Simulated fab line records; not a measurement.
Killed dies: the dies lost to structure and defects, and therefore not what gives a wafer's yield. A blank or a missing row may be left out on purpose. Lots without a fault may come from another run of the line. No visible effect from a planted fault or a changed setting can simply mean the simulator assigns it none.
fab line records + flow sky130
[record]
- lots = 7
- wafers = 21
- last_day = 50
route steps=708 shown VT_ADJUST_LVTN@111 VT_ADJUST_NCORE@119 PAD_OPEN@708
lots with no fault: from the same line, run without faults
start_h: hours from the record's first day to the start of the lot's first wafer shown + wait_h: hours elapsed since this lot's preceding step + " same as the row above + L1.1+2: one row covering several wafers at once + - value missing, or start not given + * or withheld: withheld + < > ~ a bound
route shown NAME@n: a module of which the file shows steps, and the number in the route of the first + usual: mean/standard deviation taken from wafers without a fault + same: alike in all rows + chamber/n: place in a boat + sites: readings site by site + _std_site: standard deviation across them + _edge_site: mean of outer sites minus mean of inner sites + radius_mm: how far each site lies from the wafer's centre + mask NAME#n: copy n + behind: the most recent tool/chamber to have shaped the wafer + hold: cause of the lot's hold/its duration in hours/its outcome + device: which transistor (n, p or np) failed to switch + end of line: the tests these same wafers got at the end of their route + step lacking rows: just its recipe + killed: not the wafer's yield, but the dies lost to structure and defects at the first sort + map: a wafer's dies, x killed, . not, _ none there
set.NAME: the setting the step ran with; set.NAME@STEP: the setting that earlier step ran with + model.NAME: the simulator's own value behind a step, which no gauge read
lots seen at some steps along the route; tables by step, rows by wafer
services: when a tool's chamber went out of use (start_h, in hours from the record's first day, below 0 if earlier), for how many hours, and the reason
[[steps]]
[step SKY_VT_ADJUST_LVTN_SOFTBAKE_14]
[recipe]
- temp_c = 90
- time_s = 60
- resist = NOVOLAK
[step SKY_VT_ADJUST_LVTN_EXPOSE_15]
[recipe]
- mask_id = HVN_STD_DERIVED
- na = 0.6
- source_shape = conventional
- sigma_outer = 0.6
- polarization = unpolarized
- target_cd_nm = 600
- dose_mj = 163
[step SKY_VT_ADJUST_LVTN_PEB_16]
[recipe]
- temp_c = withheld
- time_s = *
- resist = NOVOLAK
[step SKY_VT_ADJUST_LVTN_DEVELOP_17]
[recipe]
- resist = NOVOLAK
- developer = TMAH
- develop_time_s = 60
- dev_temp_c = 23
[step SKY_VT_ADJUST_LVTN_OVL_MEAS_18]
[usual]
- VT_ADJUST_LVTN_01_OVL = 1.0/1.2
| lot.wafer | tool       | chamber | start_h | wait_h | VT_ADJUST_LVTN_01_OVL[nm] |
|-----------|------------|---------|---------|--------|---------------------------|
| L171.3    | overlay-01 | -       | 188.67  | 0.1    | -0.2                      |
| L171.4    | "          | -       | "       | "      | 1.5                       |
| L171.5    | "          | -       | "       | "      | 1.2                       |
| L173.3    | overlay-02 | -       | 200.93  | 0.1    | 1.7                       |
| L173.4    | "          | -       | "       | "      | -0.7                      |
| L173.5    | "          | -       | "       | "      | 0.4                       |
| L176.4    | overlay-02 | -       | 234.20  | 0.1    | 0.8                       |
| L176.5    | "          | -       | "       | "      | 0.4                       |
| L176.6    | "          | -       | "       | "      | 2.3                       |
| L177.1    | overlay-01 | -       | 237.22  | 0.1    | 1.9                       |
| L177.3    | "          | -       | "       | "      | 1.3                       |
| L177.5    | "          | -       | "       | "      | 3.1                       |
| L178.1    | overlay-01 | -       | 239.37  | 0.1    | -1.8                      |
| L178.5    | "          | -       | "       | "      | 0.7                       |
| L178.6    | "          | -       | "       | "      | 0.4                       |
| L184.1    | overlay-02 | -       | 278.11  | 0.1    | 2.9                       |
| L184.4    | "          | -       | "       | "      | 2.1                       |
| L184.5    | "          | -       | "       | "      | 1.3                       |
| L189.1    | overlay-02 | -       | 315.68  | 0.1    | 2.7                       |
| L189.5    | "          | -       | "       | "      | 4.2                       |
| L189.6    | "          | -       | "       | "      | 1.8                       |
[step SKY_VT_ADJUST_LVTN_IMPLANT_19]
[recipe]
- species = B
- energy_kev = 30
- dose_cm2 = 6.5e+11
- tilt_deg = withheld
[step SKY_VT_ADJUST_LVTN_STRIP_20]
[recipe]
- chemistry = O2/N2
- power_w = 1400
- pressure_mtorr = 1500
- platen_temp_c = withheld
- o2_flow_sccm = 3000
- n2_flow_sccm = 300
- overash_fraction = 0.5
[usual]
- chamber_pressure_mTorr = 1500.2/1.3
- drypump_motor_current_A = 5.6/0.53
- oes_product_au = 0.715/0.0045
- strip_time_to_endpoint_s = 14.18/0.039
| lot.wafer | tool            | chamber | start_h | wait_h | chamber_pressure_mTorr | drypump_motor_current_A | oes_product_au | rf_hours_counter_h | strip_time_to_endpoint_s |
|-----------|-----------------|---------|---------|--------|------------------------|-------------------------|----------------|--------------------|--------------------------|
| L171.3    | plasma_asher-01 | 0       | 188.88  | 0.1    | 1500.5                 | 5.7                     | 0.718          | -                  | 14.13                    |
| L171.4    | "               | 1       | "       | "      | 1500.9                 | 5.4                     | 0.718          | -                  | 14.13                    |
| L171.5    | "               | 0       | "       | "      | 1501.5                 | 5.7                     | 0.713          | -                  | 14.10                    |
| L173.3    | plasma_asher-04 | 0       | 201.14  | 0.1    | 1501.1                 | 5.0                     | 0.721          | -                  | 14.19                    |
| L173.4    | "               | 1       | "       | "      | 1501.4                 | 5.6                     | 0.722          | -                  | 14.21                    |
| L173.5    | "               | 0       | "       | "      | 1500.5                 | 5.0                     | 0.722          | -                  | 14.22                    |
| L176.4    | plasma_asher-02 | 1       | 234.40  | 0.1    | 1502.0                 | 6.5                     | 0.710          | -                  | 14.23                    |
| L176.5    | "               | 0       | "       | "      | 1501.0                 | 5.2                     | 0.714          | -                  | 14.24                    |
| L176.6    | "               | 1       | "       | "      | 1498.8                 | 6.5                     | 0.713          | -                  | 14.20                    |
| L177.1    | plasma_asher-02 | 1       | 237.40  | 0.1    | 1497.6                 | 6.5                     | 0.708          | 57                 | 14.09                    |
| L177.3    | "               | 0       | "       | "      | 1498.9                 | 5.2                     | 0.711          | -                  | 14.07                    |
| L177.5    | "               | 1       | "       | "      | 1502.6                 | 6.5                     | 0.719          | -                  | 14.13                    |
| L178.1    | plasma_asher-01 | 0       | 239.55  | 0.1    | 1501.2                 | 5.7                     | 0.706          | 12                 | 14.18                    |
| L178.5    | "               | 0       | "       | "      | 1497.1                 | 5.7                     | 0.717          | -                  | 14.14                    |
| L178.6    | "               | 1       | "       | "      | 1500.9                 | 5.4                     | 0.713          | -                  | 14.19                    |
| L184.1    | plasma_asher-02 | 1       | 278.30  | 0.1    | 1498.6                 | 6.5                     | 0.721          | 61                 | 14.18                    |
| L184.4    | "               | 1       | "       | "      | 1498.8                 | 6.5                     | 0.712          | -                  | 14.16                    |
| L184.5    | "               | 1       | "       | "      | 1499.1                 | 6.5                     | 0.713          | -                  | 14.21                    |
| L189.1    | plasma_asher-02 | 1       | 315.87  | 0.1    | 1499.1                 | 6.4                     | 0.718          | 65                 | 14.17                    |
| L189.5    | "               | 1       | "       | "      | 1500.8                 | 6.5                     | 0.713          | -                  | 14.17                    |
| L189.6    | "               | 0       | "       | "      | 1500.2                 | 5.2                     | 0.723          | -                  | 14.18                    |
[step SKY_VT_ADJUST_LVTN_TW_MEAS_21]
[usual]
- VT_ADJUST_LVTN_2_TW = 189.6/1.8
| lot.wafer | tool          | chamber | start_h | wait_h | VT_ADJUST_LVTN_2_TW |
|-----------|---------------|---------|---------|--------|---------------------|
| L171.3    | film_metro-04 | -       | 188.97  | 0.1    | 192.8               |
| L171.4    | "             | -       | "       | "      | 192.6               |
| L171.5    | "             | -       | "       | "      | 192.3               |
| L173.3    | film_metro-04 | -       | 201.22  | 0.1    | 189.9               |
| L173.4    | "             | -       | "       | "      | 189.4               |
| L173.5    | "             | -       | "       | "      | 189.8               |
| L176.4    | film_metro-02 | -       | 234.50  | 0.1    | 186.9               |
| L176.5    | "             | -       | "       | "      | 187.2               |
| L176.6    | "             | -       | "       | "      | 186.9               |
| L177.1    | film_metro-04 | -       | 237.50  | 0.1    | 190.9               |
| L177.3    | "             | -       | "       | "      | 190.9               |
| L177.5    | "             | -       | "       | "      | 191.4               |
| L178.1    | film_metro-04 | -       | 239.65  | 0.1    | 190.9               |
| L178.5    | "             | -       | "       | "      | 189.7               |
| L178.6    | "             | -       | "       | "      | 189.6               |
| L184.1    | film_metro-03 | -       | 278.40  | 0.1    | 190.4               |
| L184.4    | "             | -       | "       | "      | 190.8               |
| L184.5    | "             | -       | "       | "      | 190.9               |
| L189.1    | film_metro-02 | -       | 315.97  | 0.1    | 187.6               |
| L189.5    | "             | -       | "       | "      | 188.1               |
| L189.6    | "             | -       | "       | "      | 186.5               |
[step SKY_VT_ADJUST_NCORE_DEHYDRATE_00]
[recipe]
- temp_c = 200
- time_s = 60
[step SKY_VT_ADJUST_NCORE_HMDS_01]
[recipe]
- prime_time_s = 60
- prime_temp_c = 120
[step SKY_VT_ADJUST_NCORE_COAT_02]
[recipe]
- resist = NOVOLAK
- spin_rpm = 3000
- resist_thk_nm = 1140
[step SKY_VT_ADJUST_NCORE_SOFTBAKE_03]
[recipe]
- temp_c = 90
- time_s = 60
- resist = NOVOLAK
[step SKY_VT_ADJUST_NCORE_EXPOSE_04]
[recipe]
- mask_id = LVTN_COMPLEMENT_THIN
- na = 0.6
- source_shape = conventional
- sigma_outer = 0.6
- polarization = unpolarized
- target_cd_nm = 380
- dose_mj = 139
[usual]
- reticle_temp_C = 23.01/0.11
| lot.wafer | tool             | chamber | start_h | wait_h | mask                   | reticle_temp_C | model.VT_ADJUST_NCORE.overlay_x_nm |
|-----------|------------------|---------|---------|--------|------------------------|----------------|------------------------------------|
| L171.3    | iline_stepper-01 | 0       | 199.40  | -      | LVTN_COMPLEMENT_THIN#0 | 23.09          | 1.424                              |
| L171.4    | "                | 0       | "       | "      | LVTN_COMPLEMENT_THIN#0 | 23.04          | 1.424                              |
| L171.5    | "                | 0       | "       | "      | LVTN_COMPLEMENT_THIN#0 | 22.92          | 1.424                              |
| L173.3    | iline_stepper-01 | 0       | 212.20  | -      | LVTN_COMPLEMENT_THIN#0 | 22.99          | 0.2954                             |
| L173.4    | "                | 0       | "       | "      | LVTN_COMPLEMENT_THIN#0 | 22.90          | 0.2954                             |
| L173.5    | "                | 0       | "       | "      | LVTN_COMPLEMENT_THIN#0 | 22.79          | 0.2954                             |
| L176.4    | iline_stepper-01 | 0       | 245.53  | -      | LVTN_COMPLEMENT_THIN#0 | 22.97          | -122.1                             |
| L176.5    | "                | 0       | "       | "      | LVTN_COMPLEMENT_THIN#0 | 23.01          | -122.1                             |
| L176.6    | "                | 0       | "       | "      | LVTN_COMPLEMENT_THIN#0 | 22.95          | -122.1                             |
| L177.1    | iline_stepper-01 | 0       | 249.16  | -      | LVTN_COMPLEMENT_THIN#0 | 23.19          | -122.8                             |
| L177.3    | "                | 0       | "       | "      | LVTN_COMPLEMENT_THIN#0 | 23.20          | -122.8                             |
| L177.5    | "                | 0       | "       | "      | LVTN_COMPLEMENT_THIN#0 | 23.09          | -122.8                             |
| L178.1    | iline_stepper-01 | 0       | 251.02  | -      | LVTN_COMPLEMENT_THIN#0 | 23.16          | -122                               |
| L178.5    | "                | 0       | "       | "      | LVTN_COMPLEMENT_THIN#0 | 22.97          | -122                               |
| L178.6    | "                | 0       | "       | "      | LVTN_COMPLEMENT_THIN#0 | 22.91          | -122                               |
| L184.1    | iline_stepper-02 | 0       | 290.93  | -      | LVTN_COMPLEMENT_THIN#0 | 22.97          | 0.2248                             |
| L184.4    | "                | 0       | "       | "      | LVTN_COMPLEMENT_THIN#0 | 22.95          | 0.2248                             |
| L184.5    | "                | 0       | "       | "      | LVTN_COMPLEMENT_THIN#0 | 23.22          | 0.2248                             |
| L189.1    | iline_stepper-02 | 0       | 329.31  | -      | LVTN_COMPLEMENT_THIN#0 | 22.99          | -0.2212                            |
| L189.5    | "                | 0       | "       | "      | LVTN_COMPLEMENT_THIN#0 | 23.08          | -0.2212                            |
| L189.6    | "                | 0       | "       | "      | LVTN_COMPLEMENT_THIN#0 | 23.20          | -0.2212                            |
[step SKY_VT_ADJUST_NCORE_PEB_05]
[recipe]
- temp_c = withheld
- time_s = *
- resist = NOVOLAK
[step SKY_VT_ADJUST_NCORE_DEVELOP_06]
[recipe]
- resist = NOVOLAK
- developer = TMAH
- develop_time_s = 60
- dev_temp_c = 23.7
[step SKY_VT_ADJUST_NCORE_CD_MEAS_07]
[recipe]
- target_cd_nm = 380
[usual]
- cd_nm = 379.7/2.4
| lot.wafer | tool      | chamber | start_h | wait_h | cd_nm |
|-----------|-----------|---------|---------|--------|-------|
| L171.3    | cd_sem-01 | -       | 210.57  | 0.1    | 376.0 |
| L171.4    | "         | -       | "       | "      | 378.3 |
| L171.5    | "         | -       | "       | "      | 377.4 |
| L173.3    | cd_sem-02 | -       | 223.01  | 0.1    | 379.7 |
| L173.4    | "         | -       | "       | "      | 381.6 |
| L173.5    | "         | -       | "       | "      | 381.2 |
| L176.4    | cd_sem-02 | -       | 257.53  | 0.1    | 380.1 |
| L176.5    | "         | -       | "       | "      | 382.1 |
| L176.6    | "         | -       | "       | "      | 379.5 |
| L177.1    | cd_sem-01 | -       | 260.78  | 0.1    | 383.1 |
| L177.3    | "         | -       | "       | "      | 382.7 |
| L177.5    | "         | -       | "       | "      | 383.3 |
| L178.1    | cd_sem-02 | -       | 263.03  | 0.1    | 378.1 |
| L178.5    | "         | -       | "       | "      | 377.6 |
| L178.6    | "         | -       | "       | "      | 379.3 |
| L184.1    | cd_sem-01 | -       | 302.52  | 0.1    | 386.7 |
| L184.4    | "         | -       | "       | "      | 382.4 |
| L184.5    | "         | -       | "       | "      | 382.5 |
| L189.1    | cd_sem-01 | -       | 342.42  | 0.1    | 375.8 |
| L189.5    | "         | -       | "       | "      | 377.6 |
| L189.6    | "         | -       | "       | "      | 376.1 |
[step SKY_VT_ADJUST_NCORE_OVL_MEAS_08]
[usual]
- VT_ADJUST_NCORE_OVL = 0.5/1.2
| lot.wafer | tool       | chamber | start_h | wait_h | hold                     | VT_ADJUST_NCORE_OVL[nm] |
|-----------|------------|---------|---------|--------|--------------------------|-------------------------|
| L171.3    | overlay-02 | -       | 210.67  | 0.1    | -                        | 0.3                     |
| L171.4    | "          | -       | "       | "      | -                        | 1.4                     |
| L171.5    | "          | -       | "       | "      | -                        | 1.7                     |
| L173.3    | overlay-02 | -       | 223.10  | 0.1    | -                        | -1.3                    |
| L173.4    | "          | -       | "       | "      | -                        | 1.3                     |
| L173.5    | "          | -       | "       | "      | -                        | -0.3                    |
| L176.4    | overlay-02 | -       | 257.61  | 0.1    | await_dispo/0.2h/release | -120.5                  |
| L176.5    | "          | -       | "       | "      | await_dispo/0.2h/release | -120.1                  |
| L176.6    | "          | -       | "       | "      | await_dispo/0.2h/release | -120.1                  |
| L176.4    | overlay-02 | -       | 257.81  | 0.2    | -                        | -120.7                  |
| L176.5    | "          | -       | "       | "      | -                        | -119.9                  |
| L176.6    | "          | -       | "       | "      | -                        | -120.2                  |
| L177.1    | overlay-02 | -       | 260.90  | 0.1    | await_dispo/0.2h/release | -123.0                  |
| L177.3    | "          | -       | "       | "      | await_dispo/0.2h/release | -122.2                  |
| L177.5    | "          | -       | "       | "      | await_dispo/0.2h/release | -124.0                  |
| L177.1    | overlay-02 | -       | 261.11  | 0.2    | -                        | -122.9                  |
| L177.3    | "          | -       | "       | "      | -                        | -122.6                  |
| L177.5    | "          | -       | "       | "      | -                        | -123.5                  |
| L178.1    | overlay-01 | -       | 263.15  | 0.1    | await_dispo/0.2h/release | -121.1                  |
| L178.5    | "          | -       | "       | "      | await_dispo/0.2h/release | -121.1                  |
| L178.6    | "          | -       | "       | "      | await_dispo/0.2h/release | -119.5                  |
| L178.1    | overlay-01 | -       | 263.36  | 0.2    | -                        | -121.3                  |
| L178.5    | "          | -       | "       | "      | -                        | -121.0                  |
| L178.6    | "          | -       | "       | "      | -                        | -119.2                  |
| L184.1    | overlay-02 | -       | 302.64  | 0.1    | -                        | 1.1                     |
| L184.4    | "          | -       | "       | "      | -                        | 2.0                     |
| L184.5    | "          | -       | "       | "      | -                        | 0.9                     |
| L189.1    | overlay-02 | -       | 342.54  | 0.1    | -                        | -0.5                    |
| L189.5    | "          | -       | "       | "      | -                        | 0.3                     |
| L189.6    | "          | -       | "       | "      | -                        | -0.3                    |
[step SKY_PAD_OPEN_PROBE_99]
[usual]
- defect_limited_yield = 82.5/1.9
- killed_at_M0_to_M3 = 44/6.6
- killed_at_M4_up = 3.0/2
- killed_at_contacts = 24/5.1
- killed_at_front_end = 15/4.1
- killed_at_other = 0.4/0.62
- killed_dies = 86/9.3
- killed_open = 46/6.8
- killed_short = 40/5.8
- sort_bin_3_pad_short = 0.8/0.4
- sort_bin_5_function = 10.3/1.4
- sort_bin_6_memory = 6.4/1
- sort_n_pass = 406/9.3
- sort_yield_pct = 82.5/1.9
[same]
- gross_dies = 492
- killed_at_back_side = 0
- sort_bin_4_leakage[%] = 0
- sort_bin_8_speed[%] = 0
| lot.wafer | tool      | chamber | start_h | wait_h | defect_limited_yield[%] | killed_at_M0_to_M3 | killed_at_M4_up | killed_at_contacts | killed_at_front_end | killed_at_other | killed_dies | killed_open | killed_short | sort_bin_3_pad_short[%] | sort_bin_5_function[%] | sort_bin_6_memory[%] | sort_n_pass | sort_yield_pct[%] |
|-----------|-----------|---------|---------|--------|-------------------------|--------------------|-----------------|--------------------|---------------------|-----------------|-------------|-------------|--------------|-------------------------|------------------------|----------------------|-------------|-------------------|
| L171.3    | prober-02 | -       | 1111.23 | 0.2    | 86.2                    | 33                 | 1               | 19                 | 15                  | 0               | 68          | 36          | 32           | 0.6                     | 7.7                    | 5.5                  | 424         | 86.2              |
| L171.4    | prober-02 | -       | 1111.28 | 0.2    | 83.1                    | 36                 | 1               | 31                 | 15                  | 0               | 83          | 47          | 36           | 0.4                     | 10.6                   | 5.9                  | 409         | 83.1              |
| L171.5    | prober-02 | -       | 1111.33 | 0.2    | 82.7                    | 43                 | 2               | 21                 | 18                  | 1               | 85          | 40          | 45           | 1.0                     | 9.6                    | 6.7                  | 407         | 82.7              |
| L173.3    | prober-01 | -       | 1113.03 | 0.2    | 84.1                    | 32                 | 1               | 26                 | 19                  | 0               | 78          | 44          | 32           | 0.8                     | 9.6                    | 5.5                  | 414         | 84.1              |
| L173.4    | prober-01 | -       | 1113.08 | 0.2    | 81.9                    | 39                 | 0               | 31                 | 19                  | 0               | 89          | 45          | 44           | 1.0                     | 10.8                   | 6.3                  | 403         | 81.9              |
| L173.5    | prober-01 | -       | 1113.13 | 0.2    | 82.1                    | 40                 | 7               | 21                 | 20                  | 0               | 88          | 50          | 38           | 0.2                     | 8.3                    | 9.3                  | 404         | 82.1              |
| L184.1    | prober-01 | -       | 1169.38 | 0.1    | 83.5                    | 41                 | 1               | 18                 | 20                  | 1               | 81          | 41          | 40           | 1.2                     | 8.5                    | 6.7                  | 411         | 83.5              |
| L184.4    | prober-01 | -       | 1169.53 | 0.2    | 82.9                    | 38                 | 1               | 31                 | 13                  | 1               | 84          | 52          | 32           | 0.8                     | 10.2                   | 6.1                  | 408         | 82.9              |
| L184.5    | prober-01 | -       | 1169.58 | 0.2    | 84.3                    | 27                 | 3               | 28                 | 18                  | 1               | 77          | 40          | 37           | 1.4                     | 8.9                    | 5.3                  | 415         | 84.3              |
| L189.1    | prober-01 | -       | 1191.75 | 0.1    | 81.1                    | 47                 | 2               | 29                 | 14                  | 1               | 93          | 52          | 41           | 0.8                     | 12.4                   | 5.7                  | 399         | 81.1              |
| L189.5    | prober-01 | -       | 1191.95 | 0.2    | 82.7                    | 48                 | 0               | 28                 | 9                   | 0               | 85          | 47          | 38           | 1.2                     | 11.0                   | 5.1                  | 407         | 82.7              |
| L189.6    | prober-01 | -       | 1192.00 | 0.2    | 79.7                    | 48                 | 7               | 25                 | 20                  | 0               | 100         | 63          | 36           | 0.4                     | 12.6                   | 7.3                  | 392         | 79.7              |
// killed by level:class
L171.3 VIA2:geometric_particle:open=7 CONTACT:geometric_particle:open=6 FIELD_ISO:geometric_particle:short=5 LI_CONTACT:geometric_particle:open=5 VIA1:geometric_particle:open=5 METAL2:geometric_particle:short=5 FIELD_ISO:geometric_particle:open=4 POLY_GATE:geometric_particle:short=4
L171.4 VIA1:geometric_particle:open=10 LI_CONTACT:geometric_particle:open=9 CONTACT:geometric_particle:open=9 VIA2:geometric_particle:open=6 LOCAL_INTERCONNECT:geometric_particle:short=5 CONTACT:geometric_particle:short=5 METAL1:geometric_particle:short=5 FIELD_ISO:geometric_particle:short=4
L171.5 VIA1:geometric_particle:open=11 METAL1:geometric_particle:short=7 CONTACT:geometric_particle:open=7 METAL2:geometric_particle:short=6 LI_CONTACT:geometric_particle:open=6 FIELD_ISO:geometric_particle:short=5 POLY_GATE:geometric_particle:open=5 FIELD_ISO:geometric_particle:open=4
L173.3 CONTACT:geometric_particle:open=11 LI_CONTACT:geometric_particle:open=7 VIA2:geometric_particle:open=7 METAL2:geometric_particle:short=5 LOCAL_INTERCONNECT:geometric_particle:short=5 VIA3:geometric_particle:open=5 FIELD_ISO:geometric_particle:open=4 SPACER:geometric_particle:open=4
L173.4 CONTACT:geometric_particle:open=9 LI_CONTACT:geometric_particle:short=8 LI_CONTACT:geometric_particle:open=7 VIA2:geometric_particle:short=6 VIA1:geometric_particle:open=6 VIA3:geometric_particle:open=6 POLY_GATE:geometric_particle:short=4 POLY_GATE:geometric_particle:open=4
L173.5 LI_CONTACT:geometric_particle:open=7 VIA3:geometric_particle:open=7 CONTACT:geometric_particle:open=6 VIA1:geometric_particle:open=6 POLY_GATE:geometric_particle:short=5 LOCAL_INTERCONNECT:geometric_particle:short=5 POLY_GATE:geometric_particle:open=4 VIA1:geometric_particle:short=4
L184.1 LI_CONTACT:geometric_particle:open=7 VIA1:geometric_particle:open=7 FIELD_ISO:geometric_particle:short=6 VIA1:geometric_particle:short=6 METAL3:geometric_particle:short=6 CONTACT:geometric_particle:open=5 METAL1:geometric_particle:short=5 METAL2:geometric_particle:short=5
L184.4 LI_CONTACT:geometric_particle:open=11 CONTACT:geometric_particle:open=10 VIA1:geometric_particle:open=10 METAL2:geometric_particle:short=7 CONTACT:geometric_particle:short=4 VIA2:geometric_particle:open=4 VIA3:geometric_particle:open=4 FIELD_ISO:geometric_particle:open=3
L184.5 CONTACT:geometric_particle:open=11 LI_CONTACT:geometric_particle:open=7 METAL1:geometric_particle:short=6 VIA1:geometric_particle:open=6 LOCAL_INTERCONNECT:geometric_particle:short=5 FIELD_ISO:geometric_particle:open=4 FIELD_ISO:geometric_particle:short=4 VIA1:geometric_particle:short=4
L189.1 CONTACT:geometric_particle:open=13 VIA1:geometric_particle:open=9 VIA2:geometric_particle:open=9 CONTACT:geometric_particle:short=6 VIA3:geometric_particle:short=6 LI_CONTACT:geometric_particle:open=5 METAL1:geometric_particle:short=5 METAL2:geometric_particle:short=5
L189.5 VIA3:geometric_particle:open=11 LI_CONTACT:geometric_particle:short=7 VIA1:geometric_particle:open=7 VIA1:geometric_particle:short=6 LI_CONTACT:geometric_particle:open=6 CONTACT:geometric_particle:open=6 VIA2:geometric_particle:open=6 POLY_GATE:geometric_particle:open=4
L189.6 VIA1:geometric_particle:open=15 CONTACT:geometric_particle:open=10 VIA2:geometric_particle:open=9 VIA3:geometric_particle:open=8 POLY_GATE:geometric_particle:open=7 LI_CONTACT:geometric_particle:open=6 CONTACT:geometric_particle:short=6 POLY_GATE:geometric_particle:short=4
[[services]]
| tool             | chamber | start_h | hours | kind                    |
|------------------|---------|---------|-------|-------------------------|
| plasma_asher-01  | -       | 165.10  | 2.6   | repair                  |
| iline_stepper-01 | 0       | 195.51  | -     | calibration             |
| iline_stepper-02 | -       | 213.93  | 1.6   | repair                  |
| plasma_asher-04  | -       | 215.15  | 2.1   | repair                  |
| iline_stepper-01 | -       | 227.40  | 4.4   | pm                      |
| iline_stepper-01 | -       | 231.85  | 1.7   | pm                      |
| iline_stepper-01 | -       | 239.87  | 2.1   | repair                  |
| iline_stepper-02 | -       | 247.70  | 4.6   | repair                  |
| plasma_asher-04  | -       | 257.71  | 4.8   | repair                  |
| iline_stepper-01 | -       | 261.69  | 17.3  | repair                  |
| iline_stepper-02 | 0       | 283.92  | -     | calibration             |
| iline_stepper-02 | -       | 302.16  | 2.1   | pm                      |
| plasma_asher-01  | -       | 304.06  | 14.6  | pm                      |
| iline_stepper-02 | -       | 304.24  | -     | consumable_replace:lamp |
| iline_stepper-02 | -       | 304.24  | 1.7   | pm                      |
[[key]]
[first_sign]
- step = SKY_VT_ADJUST_NCORE_OVL_MEAS_08
- reading = visit
- direction = added
[effect]
- step = SKY_VT_ADJUST_NCORE_OVL_MEAS_08
- reading = VT_ADJUST_NCORE_OVL
- direction = down
- sigmas = 98
- usual = 0.5
- struck = -121.3
[model_effect]
- step = SKY_VT_ADJUST_NCORE_EXPOSE_04
- value = VT_ADJUST_NCORE.overlay_x_nm
- without = -0.04576
- struck = -122.3
met_at SKY_VT_ADJUST_NCORE_EXPOSE_04
struck_wafers L176.4,L176.5,L176.6,L177.1,L177.3,L177.5,L178.1,L178.5,L178.6
scrapped_behind SKY_VT_ADJUST_NCORE_OVL_MEAS_08 L176.4,L176.5,L176.6,L177.1,L177.3,L177.5,L178.1,L178.5,L178.6
onset_between 212.20 245.53
[fault]
- kind = scanner_matching_overlay
- tool = iline_stepper-01
- chamber = -
- onset_h = 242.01
- steps = SKY_VT_ADJUST_NCORE_EXPOSE_04
- offset = -122.25
